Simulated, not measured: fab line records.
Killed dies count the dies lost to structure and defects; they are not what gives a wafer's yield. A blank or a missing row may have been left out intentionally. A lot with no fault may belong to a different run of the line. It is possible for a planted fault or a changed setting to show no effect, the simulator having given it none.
fab line records	flow sky130
record lots=11	wafers=33	last-day=50
route steps=708 shown CONTACT@406 METAL1@434 PAD_OPEN@708
lots that met no fault: taken from a fault-free run of the same line
start-h: the number of hours between the record's first day and the start of the first shown wafer of the lot	wait-h: how many hours have passed since the lot's step before this one	" same as the row above	L1.1+2: one row covering several wafers at once	- value missing, or start not given	* or withheld: withheld	< > ~ a bound
route shown NAME@n: names a module that has steps shown in the file, with the first one's number in the route	usual: mean/standard deviation taken from wafers without a fault	same: alike in all rows	chamber/n: place in a boat	sites: per-site readings	_std_site: standard deviation across them	_edge_site: outer sites' mean less inner sites'	radius-mm: for every site, how far away it sits from the centre of the wafer	mask NAME#n: copy n	behind: the most recent tool/chamber to have shaped the wafer	hold: the reason the lot was held/the length of the hold in hours/how it ended	device: the n, p or np transistor that did not switch	end of line: at the end of the route, the tests of the same wafers	a step given without rows: its recipe and nothing more	killed: at the first sort, the dies lost to defects and structure; wafer yield is something else	map: a wafer's dies, x killed, . not, _ none there
set.NAME: the setting the step ran with; set.NAME@STEP: the setting that earlier step ran with	model.NAME: the simulator's own value behind a step, which no gauge read
route steps across a sampled set of lots; one table per step, one row per wafer
services: from which hour (start-h, from the record's first day; less than 0 if before it) a tool's chamber was out of use, for how many hours, and why
## steps
# step SKY_CONTACT_CVD_00
# recipe material=Si3N4	target-thk-nm=75	temp-c=400	time-s=withheld	rf-w=450
# usual heater-power-w=687/80	rf-fwd-power-W=442.6/2.6
lot.wafer	tool	chamber	start-h	wait-h	heater-power-w	rf-fwd-power-W
L193.1	pecvd-01	1	728.49	0.0	634	441.3
L193.2	"	2	"	"	888	444.7
L193.4	"	1	"	"	633	443.9
L197.1	pecvd-02	2	760.78	0.0	587	446.2
L197.2	"	1	"	"	720	438.5
L197.3	"	0	"	"	642	442.7
L196.1	pecvd-01	0	761.33	0.0	753	447.3
L196.3	"	2	"	"	798	443.4
L196.4	"	0	"	"	770	446.2
L198.1	pecvd-03	1	770.60	0.0	641	440.6
L198.2	"	2	"	"	770	439.2
L198.4	"	0	"	"	653	443.6
L199.1	pecvd-03	0	783.89	0.0	624	445.0
L199.2	"	2	"	"	775	441.9
L199.6	"	2	"	"	779	440.5
L200.2	pecvd-02	1	783.95	0.0	675	438.8
L200.5	"	0	"	"	565	442.0
L200.6	"	1	"	"	677	439.6
L201.1	pecvd-01	2	807.00	0.0	929	444.9
L201.2	"	1	"	"	641	441.4
L201.4	"	1	"	"	642	439.4
L205.1	pecvd-02	0	836.76	0.0	584	436.9
L205.2	"	2	"	"	730	444.8
L205.4	"	0	"	"	574	439.6
L204.1	pecvd-02	1	837.72	0.0	719	439.1
L204.2	"	0	"	"	612	439.4
L204.4	"	1	"	"	687	438.9
L209.3	pecvd-03	1	861.75	0.0	669	441.1
L209.5	"	0	"	"	623	442.8
L209.6	"	2	"	"	699	440.0
L210.1	pecvd-03	0	864.35	0.0	639	441.0
L210.2	"	1	"	"	641	440.1
L210.5	"	1	"	"	614	441.7
# step SKY_CONTACT_SPUTTER_23
# recipe material=TiN	target-thk-nm=20	chamber-pressure-pa=5	power-w=4000	time-s=80
# usual throttle-valve-pct=30.2/0.78
# same time-s=80
lot.wafer	tool	chamber	start-h	wait-h	throttle-valve-pct
L193.1	pvd-sputter-03	-	757.47	0.0	30.3
L193.2	"	-	"	"	30.1
L193.4	"	-	"	"	30.6
L197.1	pvd-sputter-03	-	789.62	0.0	30.1
L197.2	"	-	"	"	30.1
L197.3	"	-	"	"	30.7
L196.1	pvd-sputter-04	-	789.74	0.0	31.5
L196.3	"	-	"	"	28.4
L196.4	"	-	"	"	30.2
L198.1	pvd-sputter-04	-	797.82	0.0	29.9
L198.2	"	-	"	"	31.3
L198.4	"	-	"	"	28.5
L199.1	pvd-sputter-03	-	834.38	0.0	31.0
L199.2	"	-	"	"	30.2
L199.6	"	-	"	"	30.2
L200.2	pvd-sputter-02	-	834.50	0.0	31.1
L200.5	"	-	"	"	30.7
L200.6	"	-	"	"	28.5
L201.1	pvd-sputter-02	-	840.62	0.0	29.4
L201.2	"	-	"	"	28.5
L201.4	"	-	"	"	30.6
L205.1	pvd-sputter-04	-	859.21	0.0	28.7
L205.2	"	-	"	"	30.1
L205.4	"	-	"	"	31.3
L204.1	pvd-sputter-03	-	861.25	0.0	30.4
L204.2	"	-	"	"	30.5
L204.4	"	-	"	"	30.4
L209.3	pvd-sputter-03	-	888.33	0.0	30.6
L209.5	"	-	"	"	30.9
L209.6	"	-	"	"	30.6
L210.1	pvd-sputter-04	-	890.61	0.0	31.3
L210.2	"	-	"	"	30.4
L210.5	"	-	"	"	31.5
# step SKY_METAL1_SPUTTER_00
# recipe material=Ti	target-thk-nm=15	power-w=3000	time-s=10	chamber-pressure-pa=0.4
# usual throttle-valve-pct=30.3/0.72
# same time-s=10
lot.wafer	tool	chamber	start-h	wait-h	throttle-valve-pct
L193.1	pvd-sputter-01	-	758.12	0.1	30.8
L193.2	"	-	"	"	31.1
L193.4	"	-	"	"	29.2
L197.1	pvd-sputter-01	-	790.27	0.1	29.4
L197.2	"	-	"	"	30.3
L197.3	"	-	"	"	31.2
L196.1	pvd-sputter-03	-	790.39	0.2	30.2
L196.3	"	-	"	"	30.8
L196.4	"	-	"	"	29.9
L198.1	pvd-sputter-03	-	798.70	0.1	30.5
L198.2	"	-	"	"	30.3
L198.4	"	-	"	"	30.4
L199.1	pvd-sputter-01	-	835.03	0.2	30.6
L199.2	"	-	"	"	30.7
L199.6	"	-	"	"	30.7
L200.2	pvd-sputter-03	-	835.17	0.2	29.9
L200.5	"	-	"	"	30.4
L200.6	"	-	"	"	30.6
L201.1	pvd-sputter-03	-	841.42	0.1	30.1
L201.2	"	-	"	"	30.4
L201.4	"	-	"	"	30.2
L205.1	pvd-sputter-01	-	859.86	0.2	30.7
L205.2	"	-	"	"	29.2
L205.4	"	-	"	"	30.4
L204.1	pvd-sputter-03	-	861.90	0.2	30.2
L204.2	"	-	"	"	30.2
L204.4	"	-	"	"	30.7
L209.3	pvd-sputter-01	-	888.98	0.1	29.4
L209.5	"	-	"	"	30.2
L209.6	"	-	"	"	30.6
L210.1	pvd-sputter-01	-	891.26	0.2	30.3
L210.2	"	-	"	"	30.6
L210.5	"	-	"	"	31.5
# step SKY_METAL1_SPUTTER_02
# recipe material=AlCu	target-thk-nm=250	power-w=10600	time-s=13.3	chamber-pressure-pa=0.4
# usual throttle-valve-pct=30.3/0.71
lot.wafer	tool	chamber	start-h	wait-h	throttle-valve-pct
L193.1	pvd-sputter-01	-	758.17	0.0	30.2
L193.2	"	-	"	"	31.5
L193.4	"	-	"	"	29.4
L197.1	pvd-sputter-01	-	790.32	0.0	29.3
L197.2	"	-	"	"	30.4
L197.3	"	-	"	"	31.2
L196.1	pvd-sputter-03	-	790.44	0.0	30.4
L196.3	"	-	"	"	30.6
L196.4	"	-	"	"	30.1
L198.1	pvd-sputter-03	-	798.75	0.0	30.2
L198.2	"	-	"	"	30.1
L198.4	"	-	"	"	30.4
L199.1	pvd-sputter-01	-	835.08	0.0	30.5
L199.2	"	-	"	"	30.5
L199.6	"	-	"	"	30.4
L200.2	pvd-sputter-03	-	835.21	0.0	30.1
L200.5	"	-	"	"	30.2
L200.6	"	-	"	"	30.5
L201.1	pvd-sputter-03	-	841.47	0.0	30.1
L201.2	"	-	"	"	30.6
L201.4	"	-	"	"	30.5
L205.1	pvd-sputter-01	-	859.91	0.0	30.4
L205.2	"	-	"	"	29.3
L205.4	"	-	"	"	30.4
L204.1	pvd-sputter-03	-	861.95	0.0	30.6
L204.2	"	-	"	"	29.9
L204.4	"	-	"	"	31.1
L209.3	pvd-sputter-01	-	889.03	0.0	29.5
L209.5	"	-	"	"	30.3
L209.6	"	-	"	"	30.5
L210.1	pvd-sputter-01	-	891.31	0.0	30.4
L210.2	"	-	"	"	30.4
L210.5	"	-	"	"	31.6
# step SKY_METAL1_RS_MEAS_05
# recipe thk-meas-gauge=four-point-probe	reads=TiN_of_METAL1_SPUTTER_04+Ti_of_METAL1_SPUTTER_03+AlCu_of_METAL1_SPUTTER_02+TiN_of_METAL1_SPUTTER_01+Ti_of_METAL1_SPUTTER_00
# usual METAL1_ALCU_RS=0.1273/0.0018
lot.wafer	tool	chamber	start-h	wait-h	hold	METAL1_ALCU_RS[ohm/sq]
L193.1	film-metro-02	-	758.26	0.0	-	0.1266
L193.2	"	-	"	"	-	0.1240
L193.4	"	-	"	"	-	0.1291
L197.1	film-metro-04	-	790.41	0.0	-	0.1299
L197.2	"	-	"	"	-	0.1276
L197.3	"	-	"	"	-	0.1259
L196.1	film-metro-02	-	790.53	0.0	-	0.1289
L196.3	"	-	"	"	-	0.1244
L196.4	"	-	"	"	-	0.1273
L198.1	film-metro-02	-	798.84	0.0	-	0.1280
L198.2	"	-	"	"	-	0.1282
L198.4	"	-	"	"	-	0.1274
L199.1	film-metro-02	-	835.17	0.0	-	0.1289
L199.2	"	-	"	"	-	0.1276
L199.6	"	-	"	"	-	0.1272
L200.2	film-metro-03	-	835.33	0.0	-	0.1296
L200.5	"	-	"	"	-	0.1294
L200.6	"	-	"	"	-	0.1262
L201.1	film-metro-03	-	841.56	0.0	-	0.1285
L201.2	"	-	"	"	-	0.1284
L201.4	"	-	"	"	-	0.1286
L205.1	film-metro-04	-	860.00	0.0	-	0.1256
L205.2	"	-	"	"	-	0.1286
L205.4	"	-	"	"	-	0.1275
L204.1	film-metro-03	-	862.04	0.0	-	0.1270
L204.2	"	-	"	"	-	0.1291
L204.4	"	-	"	"	-	0.1254
L209.3	film-metro-03	-	889.16	0.1	await-dispo/0.2h/release	0.1303
L209.5	"	-	"	"	await-dispo/0.2h/release	0.1265
L209.6	"	-	"	"	await-dispo/0.2h/release	0.1415
L209.3	film-metro-03	-	889.45	0.3	-	0.1302
L209.5	"	-	"	"	-	0.1267
L209.6	"	-	"	"	-	0.1413
L210.1	film-metro-02	-	891.40	0.0	await-dispo/0.2h/release	0.1271
L210.2	"	-	"	"	await-dispo/0.2h/release	0.1419
L210.5	"	-	"	"	await-dispo/0.2h/release	0.1264
L210.1	film-metro-02	-	891.69	0.3	-	0.1267
L210.2	"	-	"	"	-	0.1419
L210.5	"	-	"	"	-	0.1269
# step SKY_METAL1_THK_MEAS_06
# recipe thk-meas-gauge=xrf	reads=AlCu_of_METAL1_SPUTTER_02
# usual METAL1_ALCU_THK=249/3.6
lot.wafer	tool	chamber	start-h	wait-h	hold	METAL1_ALCU_THK[nm]
L193.1	film-metro-02	-	758.38	0.1	-	249
L193.2	"	-	"	"	-	256
L193.4	"	-	"	"	-	245
L197.1	film-metro-04	-	790.53	0.1	-	245
L197.2	"	-	"	"	-	247
L197.3	"	-	"	"	-	252
L196.1	film-metro-02	-	790.65	0.1	-	244
L196.3	"	-	"	"	-	253
L196.4	"	-	"	"	-	248
L198.1	film-metro-02	-	798.96	0.1	-	246
L198.2	"	-	"	"	-	250
L198.4	"	-	"	"	-	248
L199.1	film-metro-02	-	835.29	0.1	-	246
L199.2	"	-	"	"	-	250
L199.6	"	-	"	"	-	250
L200.2	film-metro-03	-	835.44	0.1	-	243
L200.5	"	-	"	"	-	244
L200.6	"	-	"	"	-	249
L201.1	film-metro-03	-	841.68	0.1	-	246
L201.2	"	-	"	"	-	246
L201.4	"	-	"	"	-	244
L205.1	film-metro-04	-	860.12	0.1	-	251
L205.2	"	-	"	"	-	247
L205.4	"	-	"	"	-	248
L204.1	film-metro-03	-	862.16	0.1	-	248
L204.2	"	-	"	"	-	244
L204.4	"	-	"	"	-	252
L210.1	film-metro-02	-	893.59	1.9	await-dispo/0.2h/release	249
L210.2	"	-	"	"	await-dispo/0.2h/release	224
L210.5	"	-	"	"	await-dispo/0.2h/release	249
L210.1	film-metro-02	-	893.82	0.2	-	248
L210.2	"	-	"	"	-	224
L210.5	"	-	"	"	-	251
L209.3	film-metro-03	-	895.10	5.6	await-dispo/0.2h/release	244
L209.5	"	-	"	"	await-dispo/0.2h/release	249
L209.6	"	-	"	"	await-dispo/0.2h/release	223
L209.3	film-metro-03	-	899.98	4.9	-	243
L209.5	"	-	"	"	-	251
L209.6	"	-	"	"	-	223
# step SKY_PAD_OPEN_PROBE_99
# usual defect-limited-yield=82.8/1.8	killed_at_M0_to_M3=42/5.8	killed_at_M4_up=3.0/2	killed-at-contacts=24/5.5	killed-at-front-end=15/3.9	killed-at-other=0.3/0.54	killed-dies=85/8.8	killed-open=47/6.8	killed-short=38/5.9	sort_bin_3_pad_short=0.9/0.41	sort_bin_5_function=10.1/1.4	sort_bin_6_memory=6.2/1.2	sort-n-pass=407/8.8	sort-yield-pct=82.8/1.8
# same gross-dies=492	killed-at-back-side=0	sort_bin_4_leakage[%]=0	sort_bin_8_speed[%]=0
lot.wafer	tool	chamber	start-h	wait-h	defect-limited-yield[%]	killed_at_M0_to_M3	killed_at_M4_up	killed-at-contacts	killed-at-front-end	killed-at-other	killed-dies	killed-open	killed-short	sort_bin_3_pad_short[%]	sort_bin_5_function[%]	sort_bin_6_memory[%]	sort-n-pass	sort-yield-pct[%]
L196.1	prober-01	-	1122.94	0.1	78.9	51	5	29	19	0	104	58	46	0.4	12.4	8.3	388	78.9
L196.3	prober-01	-	1123.04	0.2	80.1	38	7	36	17	0	98	52	46	0.6	11.0	8.3	394	80.1
L196.4	prober-01	-	1123.09	0.2	80.3	50	3	32	12	0	97	59	38	1.6	10.6	7.5	395	80.3
L204.1	prober-01	-	1168.84	0.1	83.3	40	2	22	18	0	82	38	43	0	12.0	4.7	410	83.3
L204.2	prober-01	-	1168.89	0.1	84.1	31	1	30	15	1	78	44	34	0.6	11.4	3.9	414	84.1
L204.4	prober-01	-	1168.99	0.2	81.5	33	6	27	25	0	91	46	44	0.8	10.0	7.7	401	81.5
L210.1	prober-01	-	1192.96	0.1	81.7	52	0	28	10	0	90	49	41	0.8	11.4	6.1	402	81.7
L210.2	prober-01	-	1193.01	0.1	85.8	42	2	13	13	0	70	45	25	0.8	7.3	6.1	422	85.8
L210.5	prober-01	-	1193.16	0.2	83.9	41	1	23	14	0	79	46	33	0.8	7.9	7.3	413	83.9
# killed by level:class
L196.1 LI_CONTACT:geometric-particle:open=12 VIA1:geometric-particle:open=11 FIELD_ISO:geometric-particle:short=10 CONTACT:geometric-particle:open=10 METAL2:geometric-particle:short=8 VIA2:geometric-particle:open=8 METAL1:geometric-particle:short=6 VIA3:geometric-particle:open=6
L196.3 LI_CONTACT:geometric-particle:open=14 VIA3:geometric-particle:open=9 LOCAL_INTERCONNECT:geometric-particle:short=7 VIA1:geometric-particle:open=7 CONTACT:geometric-particle:short=6 CONTACT:geometric-particle:open=6 FIELD_ISO:geometric-particle:open=5 METAL1:geometric-particle:short=5
L196.4 VIA1:geometric-particle:open=18 CONTACT:geometric-particle:open=10 VIA2:geometric-particle:open=10 LI_CONTACT:geometric-particle:open=7 LOCAL_INTERCONNECT:geometric-particle:short=7 CONTACT:geometric-particle:short=6 METAL3:geometric-particle:short=6 POLY_GATE:geometric-particle:open=4
L204.1 VIA1:geometric-particle:open=9 VIA1:geometric-particle:short=7 LI_CONTACT:geometric-particle:short=6 VIA2:geometric-particle:open=6 POLY_GATE:geometric-particle:short=5 LOCAL_INTERCONNECT:geometric-particle:short=5 POLY_GATE:geometric-particle:open=4 LI_CONTACT:geometric-particle:open=4
L204.2 CONTACT:geometric-particle:open=9 LI_CONTACT:geometric-particle:open=7 FIELD_ISO:geometric-particle:open=5 VIA1:geometric-particle:short=5 VIA1:geometric-particle:open=5 LOCAL_INTERCONNECT:geometric-particle:short=5 POLY_GATE:geometric-particle:short=4 CONTACT:geometric-particle:short=4
L204.4 CONTACT:geometric-particle:open=11 VIA3:geometric-particle:open=11 POLY_GATE:geometric-particle:short=10 METAL1:geometric-particle:short=6 POLY_GATE:geometric-particle:open=5 METAL4:geometric-particle:short=5 LI_CONTACT:geometric-particle:open=4 LI_CONTACT:geometric-particle:short=4
L210.1 VIA2:geometric-particle:open=11 VIA1:geometric-particle:open=10 LI_CONTACT:geometric-particle:open=8 VIA1:geometric-particle:short=8 CONTACT:geometric-particle:open=7 CONTACT:geometric-particle:short=6 VIA3:geometric-particle:open=6 METAL1:geometric-particle:short=5
L210.2 VIA1:geometric-particle:open=12 VIA2:geometric-particle:open=10 VIA3:geometric-particle:open=7 LI_CONTACT:geometric-particle:open=6 VIA3:geometric-particle:short=6 CONTACT:geometric-particle:open=4 POLY_GATE:geometric-particle:short=3 SPACER:geometric-particle:short=3
L210.5 LI_CONTACT:geometric-particle:open=9 CONTACT:geometric-particle:open=9 METAL1:geometric-particle:short=7 VIA1:geometric-particle:open=7 FIELD_ISO:geometric-particle:open=5 METAL2:geometric-particle:short=5 VIA3:geometric-particle:open=5 VIA2:geometric-particle:open=4
## services
tool	chamber	start-h	hours	kind
pvd-sputter-01	-	709.68	48.0	repair
pecvd-01	-	720.57	5.5	pm
pecvd-01	0	745.93	4.5	repair
pecvd-02	-	748.17	0.9	repair
pvd-sputter-03	-	749.38	1.0	repair
pvd-sputter-04	-	766.16	1.9	repair
pecvd-03	-	767.87	0.7	repair
pecvd-03	2	776.12	2.1	scheduled-down
pecvd-01	0	794.83	4.2	repair
pecvd-03	-	809.70	0.5	repair
pvd-sputter-04	-	826.58	7.5	repair
pecvd-01	-	831.30	0.4	repair
pecvd-02	-	839.52	2.8	pm
pvd-sputter-01	0	839.57	-	consumable-replace:kit
pvd-sputter-01	0	839.57	18.0	scheduled-down
pvd-sputter-01	0	839.57	18.0	vent-cycle
pvd-sputter-02	-	845.09	110.0	repair
pecvd-01	-	855.91	1.7	repair
pvd-sputter-04	1	865.39	-	consumable-replace:kit
pvd-sputter-04	1	865.39	18.0	scheduled-down
pvd-sputter-04	1	865.39	18.0	vent-cycle
pecvd-02	-	868.32	3.1	repair
pecvd-01	2	879.60	2.8	repair
pecvd-01	-	890.23	1.3	repair
## key
first-sign step=SKY_METAL1_RS_MEAS_05	reading=visit	direction=added
effect step=SKY_METAL1_RS_MEAS_05	reading=METAL1_ALCU_RS	direction=up	sigmas=8.1	usual=0.1273	struck=0.1417
effect step=SKY_METAL1_THK_MEAS_06	reading=visit	direction=added
effect step=SKY_METAL1_THK_MEAS_06	reading=METAL1_ALCU_THK	direction=down	sigmas=7.1	usual=249	struck=223
met-at SKY_METAL1_SPUTTER_02
struck-lots L209,L210
struck-wafers L209.6,L210.2
not-acting-at SKY_CONTACT_CVD_00,SKY_CONTACT_SPUTTER_23,SKY_METAL1_SPUTTER_00
onset-between 859.91 889.03
fault kind=process-parameter-drift	tool=pvd-sputter-01	chamber=-	onset-h=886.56	steps=SKY_METAL1_SPUTTER_02	channel=time-s	offset=*	shape=step	end-h=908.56	acts-in=*	stated=*	scope=struck-wafers-only
